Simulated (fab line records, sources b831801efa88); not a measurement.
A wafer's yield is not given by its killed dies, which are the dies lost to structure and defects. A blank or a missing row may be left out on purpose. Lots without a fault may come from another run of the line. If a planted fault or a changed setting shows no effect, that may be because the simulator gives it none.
fab line records ; flow gf180mcu
[record] lots = 14; wafers = 42; lastDay = 34
route steps=602 shown V1@335 M2@365 V2@396
lots untouched by any fault: they come from a run of this same line in which no faults occurred
startH: the number of hours between the record's first day and the start of the first shown wafer of the lot ; waitH: hours from the lot's prior step to this one ; " as in the row above ; L1.1+2: one row covering several wafers at once ; - value missing, or start not given ; * or withheld: withheld ; < > ~ a bound
route shown NAME@n: NAME is a module with steps in the file, n the number in the route of the first one ; usual: average and standard deviation across the fault-free wafers ; same: alike in all rows ; chamber/n: place in a boat ; sites: readings site by site ; _std_site: the values' standard deviation ; _edge_site: mean of outer sites minus mean of inner sites ; radiusMm: how far each site lies from the wafer's centre ; mask NAME#n: copy n ; behind: tool/chamber where the wafer was last shaped ; hold: reason for holding the lot/hours on hold/outcome of the hold ; device: whichever transistor did not switch (one of n, p or np) ; end of line: the tests these same wafers got at the end of their route ; a step given without rows: its recipe and nothing more ; killed: count of dies lost to structure and defects at first sort (not the wafer's yield) ; map: shows each die of a wafer: x if killed, . if not, _ if none is there
set.NAME: setting as actually run; set.NAME@STEP: the setting as run at that earlier step ; model.NAME: the simulator's own value behind a step, which no gauge read
route steps across a sampled set of lots; one table per step, one row per wafer
services: when a tool's chamber went out of use (startH, in hours from the record's first day, below 0 if earlier), for how many hours, and the reason
[[steps]]
[step GF_V1_CVD_00]
[recipe] material = SiO2; targetThkNm = 600; sigmaOpenFrac = 0.3; tempC = 400; timeS = 100; sih4FlowSccm = 60; pressureMtorr = 6
[usual] pressureMtorr = 6.000/0.011; runLengthS = 128.1/0.39
lot.wafer;tool;chamber;startH;waitH;pressureMtorr;runLengthS
L936.3;hdpcvd-02;1;387.98;0.0;5.987;128.1
L936.4;hdpcvd-02;2;387.98;0.0;6.019;128.4
L936.5;hdpcvd-02;1;387.98;0.0;6.019;128.5
L937.3;hdpcvd-01;1;397.14;0.0;6.005;127.6
L937.4;hdpcvd-01;1;397.14;0.0;6.005;127.9
L937.6;hdpcvd-01;2;397.14;0.0;5.983;128.1
L938.2;hdpcvd-01;2;400.00;0.0;5.980;128.6
L938.4;hdpcvd-01;1;400.00;0.0;6.013;127.9
L938.5;hdpcvd-01;0;400.00;0.0;5.991;127.6
L941.1;hdpcvd-02;2;439.75;0.0;5.985;128.2
L941.3;hdpcvd-02;1;439.75;0.0;5.997;129.0
L941.4;hdpcvd-02;2;439.75;0.0;6.000;128.5
L943.2;hdpcvd-02;0;447.54;0.0;6.007;128.4
L943.3;hdpcvd-02;1;447.54;0.0;6.000;128.4
L943.6;hdpcvd-02;1;447.54;0.0;5.993;128.6
L944.1;hdpcvd-01;0;463.80;0.0;5.996;127.5
L944.2;hdpcvd-01;2;463.80;0.0;6.012;128.1
L944.6;hdpcvd-01;2;463.80;0.0;6.007;128.2
L946.1;hdpcvd-02;2;480.80;0.0;6.003;128.2
L946.4;hdpcvd-02;0;480.80;0.0;6.015;128.2
L946.5;hdpcvd-02;2;480.80;0.0;6.004;128.9
L949.1;hdpcvd-02;1;500.29;0.0;-;-
L949.3;hdpcvd-02;2;500.29;0.0;-;-
L949.4;hdpcvd-02;1;500.29;0.0;-;-
L950.2;hdpcvd-02;0;509.02;0.0;-;-
L950.3;hdpcvd-02;1;509.02;0.0;-;-
L950.4;hdpcvd-02;2;509.02;0.0;-;-
L951.1;hdpcvd-02;2;521.23;0.0;6.007;128.7
L951.5;hdpcvd-02;0;521.23;0.0;5.990;128.5
L951.6;hdpcvd-02;1;521.23;0.0;5.998;128.1
L953.3;hdpcvd-01;2;534.24;0.0;5.997;128.1
L953.4;hdpcvd-01;1;534.24;0.0;5.993;128.2
L953.6;hdpcvd-01;0;534.24;0.0;6.002;128.1
L957.1;hdpcvd-01;1;567.78;0.0;6.027;127.9
L957.4;hdpcvd-01;2;567.78;0.0;6.013;127.9
L957.6;hdpcvd-01;1;567.78;0.0;6.011;127.6
L958.2;hdpcvd-01;1;569.49;0.0;5.997;127.5
L958.3;hdpcvd-01;2;569.49;0.0;6.006;128.1
L958.5;hdpcvd-01;1;569.49;0.0;6.001;127.9
L959.2;hdpcvd-01;2;581.13;0.0;5.987;128.1
L959.4;hdpcvd-01;1;581.13;0.0;5.993;128.1
L959.6;hdpcvd-01;2;581.13;0.0;5.981;128.0
[step GF_V1_BOW_MEAS_05]
[recipe] mode = bow
[usual] V1_BOW = 81/7.3
lot.wafer;tool;chamber;startH;waitH;V1_BOW[um]
L936.3;filmMetro-02;-;388.58;0.1;82
L936.4;filmMetro-02;-;388.58;0.1;76
L936.5;filmMetro-02;-;388.58;0.1;79
L937.3;filmMetro-02;-;397.74;0.1;83
L937.4;filmMetro-02;-;397.74;0.1;80
L937.6;filmMetro-02;-;397.74;0.1;93
L938.2;filmMetro-02;-;400.58;0.2;78
L938.4;filmMetro-02;-;400.58;0.2;80
L938.5;filmMetro-02;-;400.58;0.2;76
L941.1;filmMetro-01;-;440.31;0.2;66
L941.3;filmMetro-01;-;440.31;0.2;87
L941.4;filmMetro-01;-;440.31;0.2;75
L943.2;filmMetro-02;-;448.12;0.2;83
L943.3;filmMetro-02;-;448.12;0.2;85
L943.6;filmMetro-02;-;448.12;0.2;80
L944.1;filmMetro-04;-;464.37;0.1;83
L944.2;filmMetro-04;-;464.37;0.1;90
L944.6;filmMetro-04;-;464.37;0.1;91
L946.1;filmMetro-01;-;481.36;0.2;74
L946.4;filmMetro-01;-;481.36;0.2;70
L946.5;filmMetro-01;-;481.36;0.2;89
L949.1;filmMetro-01;-;500.86;0.1;62
L949.3;filmMetro-01;-;500.86;0.1;51
L949.4;filmMetro-01;-;500.86;0.1;49
L950.2;filmMetro-02;-;509.60;0.3;33
L950.3;filmMetro-02;-;509.60;0.3;64
L950.4;filmMetro-02;-;509.60;0.3;59
L951.1;filmMetro-02;-;521.79;0.1;89
L951.5;filmMetro-02;-;521.79;0.1;84
L951.6;filmMetro-02;-;521.79;0.1;86
L953.3;filmMetro-01;-;534.84;0.1;72
L953.4;filmMetro-01;-;534.84;0.1;95
L953.6;filmMetro-01;-;534.84;0.1;93
L957.1;filmMetro-01;-;568.35;0.1;72
L957.4;filmMetro-01;-;568.35;0.1;78
L957.6;filmMetro-01;-;568.35;0.1;93
L958.2;filmMetro-02;-;570.07;0.3;74
L958.3;filmMetro-02;-;570.07;0.3;74
L958.5;filmMetro-02;-;570.07;0.3;79
L959.2;filmMetro-01;-;581.71;0.1;77
L959.4;filmMetro-01;-;581.71;0.1;91
L959.6;filmMetro-01;-;581.71;0.1;86
[step GF_V1_OVL_MEAS_15]
[usual] V1_OVL = 1/5.9
lot.wafer;tool;chamber;startH;waitH;V1_OVL[nm]
L936.3;overlay-02;-;412.09;0.1;7
L936.4;overlay-02;-;412.09;0.1;11
L936.5;overlay-02;-;412.09;0.1;6
L937.3;overlay-01;-;421.44;0.1;2
L937.4;overlay-01;-;421.44;0.1;6
L937.6;overlay-01;-;421.44;0.1;2
L938.2;overlay-02;-;424.26;0.1;9
L938.4;overlay-02;-;424.26;0.1;4
L938.5;overlay-02;-;424.26;0.1;0
L941.1;overlay-01;-;465.40;0.1;-14
L941.3;overlay-01;-;465.40;0.1;-16
L941.4;overlay-01;-;465.40;0.1;3
L943.2;overlay-02;-;472.56;0.1;-11
L943.3;overlay-02;-;472.56;0.1;4
L943.6;overlay-02;-;472.56;0.1;-6
L944.1;overlay-02;-;488.71;0.1;10
L944.2;overlay-02;-;488.71;0.1;-1
L944.6;overlay-02;-;488.71;0.1;-5
L946.1;overlay-01;-;505.25;0.1;0
L946.4;overlay-01;-;505.25;0.1;-9
L946.5;overlay-01;-;505.25;0.1;-2
L949.1;overlay-02;-;524.56;0.1;5
L949.3;overlay-02;-;524.56;0.1;3
L949.4;overlay-02;-;524.56;0.1;-3
L950.2;overlay-01;-;532.43;0.1;7
L950.3;overlay-01;-;532.43;0.1;5
L950.4;overlay-01;-;532.43;0.1;6
L951.1;overlay-02;-;544.36;0.1;-4
L951.5;overlay-02;-;544.36;0.1;-2
L951.6;overlay-02;-;544.36;0.1;-2
L953.3;overlay-02;-;557.93;0.1;-1
L953.4;overlay-02;-;557.93;0.1;2
L953.6;overlay-02;-;557.93;0.1;5
L957.1;overlay-01;-;589.27;0.1;5
L957.4;overlay-01;-;589.27;0.1;-10
L957.6;overlay-01;-;589.27;0.1;-11
L958.2;overlay-01;-;591.41;0.1;2
L958.3;overlay-01;-;591.41;0.1;1
L958.5;overlay-01;-;591.41;0.1;11
L959.2;overlay-01;-;602.71;0.1;-3
L959.4;overlay-01;-;602.71;0.1;-3
L959.6;overlay-01;-;602.71;0.1;-1
[step GF_M2_SPUTTER_03]
[recipe] material = Ti; targetThkNm = 10; substrateTempC = 300; chamberPressurePa = 0.3; powerW = 3000; timeS = 6.7
[usual] throttleValvePct = 29.5/1.5
lot.wafer;tool;chamber;startH;waitH;throttleValvePct
L936.3;pvdSputter-04;-;413.69;0.0;32.4
L936.4;pvdSputter-04;-;413.69;0.0;29.6
L936.5;pvdSputter-04;-;413.69;0.0;29.7
L937.3;pvdSputter-04;-;423.06;0.0;29.7
L937.4;pvdSputter-04;-;423.06;0.0;28.5
L937.6;pvdSputter-04;-;423.06;0.0;32.1
L938.2;pvdSputter-01;-;427.93;0.0;30.5
L938.4;pvdSputter-01;-;427.93;0.0;29.1
L938.5;pvdSputter-01;-;427.93;0.0;28.4
L941.1;pvdSputter-01;-;467.36;0.0;31.4
L941.3;pvdSputter-01;-;467.36;0.0;27.4
L941.4;pvdSputter-01;-;467.36;0.0;28.6
L943.2;pvdSputter-01;-;474.21;0.0;31.4
L943.3;pvdSputter-01;-;474.21;0.0;30.2
L943.6;pvdSputter-01;-;474.21;0.0;28.5
L944.1;pvdSputter-01;-;490.27;0.0;28.3
L944.2;pvdSputter-01;-;490.27;0.0;30.3
L944.6;pvdSputter-01;-;490.27;0.0;28.7
L946.1;pvdSputter-04;-;506.83;0.0;29.7
L946.4;pvdSputter-04;-;506.83;0.0;32.2
L946.5;pvdSputter-04;-;506.83;0.0;29.7
L951.1;pvdSputter-01;-;545.95;0.0;27.3
L951.5;pvdSputter-01;-;545.95;0.0;27.3
L951.6;pvdSputter-01;-;545.95;0.0;28.6
L953.3;pvdSputter-01;-;559.56;0.0;27.4
L953.4;pvdSputter-01;-;559.56;0.0;28.5
L953.6;pvdSputter-01;-;559.56;0.0;27.5
L957.1;pvdSputter-01;-;590.85;0.0;31.4
L957.4;pvdSputter-01;-;590.85;0.0;28.4
L957.6;pvdSputter-01;-;590.85;0.0;30.2
L958.2;pvdSputter-01;-;592.96;0.0;30.2
L958.3;pvdSputter-01;-;592.96;0.0;27.6
L958.5;pvdSputter-01;-;592.96;0.0;31.5
L959.2;pvdSputter-01;-;604.26;0.0;28.6
L959.4;pvdSputter-01;-;604.26;0.0;30.3
L959.6;pvdSputter-01;-;604.26;0.0;28.5
[step GF_V2_CD_MEAS_14]
[recipe] targetCdNm = 260
[usual] cdNm = 260.3/1.3
lot.wafer;tool;chamber;startH;waitH;cdNm
L936.3;cdSem-02;-;464.02;0.1;261.5
L936.4;cdSem-02;-;464.02;0.1;262.3
L936.5;cdSem-02;-;464.02;0.1;262.1
L937.3;cdSem-02;-;472.82;0.1;258.3
L937.4;cdSem-02;-;472.82;0.1;257.8
L937.6;cdSem-02;-;472.82;0.1;258.9
L938.2;cdSem-01;-;477.80;0.1;259.7
L938.4;cdSem-01;-;477.80;0.1;259.5
L938.5;cdSem-01;-;477.80;0.1;260.7
L941.1;cdSem-02;-;515.99;0.1;260.4
L941.3;cdSem-02;-;515.99;0.1;260.3
L941.4;cdSem-02;-;515.99;0.1;260.0
L943.2;cdSem-02;-;523.24;0.1;260.4
L943.3;cdSem-02;-;523.24;0.1;261.3
L943.6;cdSem-02;-;523.24;0.1;259.7
L944.1;cdSem-02;-;538.52;0.1;260.7
L944.2;cdSem-02;-;538.52;0.1;260.3
L944.6;cdSem-02;-;538.52;0.1;261.4
L946.1;cdSem-01;-;554.19;0.1;260.5
L946.4;cdSem-01;-;554.19;0.1;260.0
L946.5;cdSem-01;-;554.19;0.1;259.6
L951.1;cdSem-01;-;590.94;0.1;260.2
L951.5;cdSem-01;-;590.94;0.1;260.1
L951.6;cdSem-01;-;590.94;0.1;260.3
L953.3;cdSem-01;-;603.87;0.1;261.7
L953.4;cdSem-01;-;603.87;0.1;261.2
L953.6;cdSem-01;-;603.87;0.1;260.7
L957.1;cdSem-01;-;633.53;0.1;262.8
L957.4;cdSem-01;-;633.53;0.1;262.3
L957.6;cdSem-01;-;633.53;0.1;261.7
L958.2;cdSem-02;-;635.80;0.1;261.4
L958.3;cdSem-02;-;635.80;0.1;261.1
L958.5;cdSem-02;-;635.80;0.1;261.7
L959.2;cdSem-02;-;647.09;0.1;261.9
L959.4;cdSem-02;-;647.09;0.1;261.0
L959.6;cdSem-02;-;647.09;0.1;260.0
[[services]]
tool;chamber;startH;hours;kind
hdpcvd-02;0;441.88;5.0;repair
hdpcvd-02;-;464.08;1.3;repair
hdpcvd-02;-;465.66;2.8;pm
hdpcvd-02;-;474.53;6.0;pm
pvdSputter-04;-;486.73;2.2;repair
pvdSputter-01;1;524.90;-;consumableReplace:kit
pvdSputter-01;1;524.90;18.0;scheduledDown
pvdSputter-01;1;524.90;18.0;ventCycle
hdpcvd-02;-;539.25;15.0;pm
hdpcvd-02;0;539.25;15.0;ventCycle
hdpcvd-02;1;539.25;15.0;ventCycle
hdpcvd-02;2;539.25;15.0;ventCycle
hdpcvd-02;0;554.25;-;clean
hdpcvd-02;1;554.25;-;clean
hdpcvd-02;2;554.25;-;clean
hdpcvd-01;-;564.68;2.8;pm
hdpcvd-02;0;587.66;3.6;repair
hdpcvd-01;-;591.25;4.3;pm
[[key]]
[firstSign] step = GF_V1_CVD_00; reading = toolRecord; direction = missing
[effect] step = GF_V1_BOW_MEAS_05; reading = V1_BOW; direction = down; sigmas = 3.8; usual = 81; struck = 53
metAt GF_V1_CVD_00
struckLots L949,L950
laterRowsLeftOut L949.1,L949.3,L949.4,L950.2,L950.3,L950.4
sortLeftOut L949.1,L949.3,L949.4,L950.2,L950.3,L950.4
notActingAt GF_V1_OVL_MEAS_15,GF_M2_SPUTTER_03,GF_V2_CD_MEAS_14
onsetBetween 480.80 500.29
[fault] kind = skippedStepWhole; tool = hdpcvd-02; chamber = -; onsetH = 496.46; steps = GF_V1_CVD_00; scope = struckLotsOnly
// sortLeftOut: the simulated sort isn't trusted on such a fault, so these wafers' sort isn't shown, and their yield isn't known
// laterRowsLeftOut: the simulator's readings of these wafers behind a module that went badly wrong aren't trusted and aren't shown, but for the sort
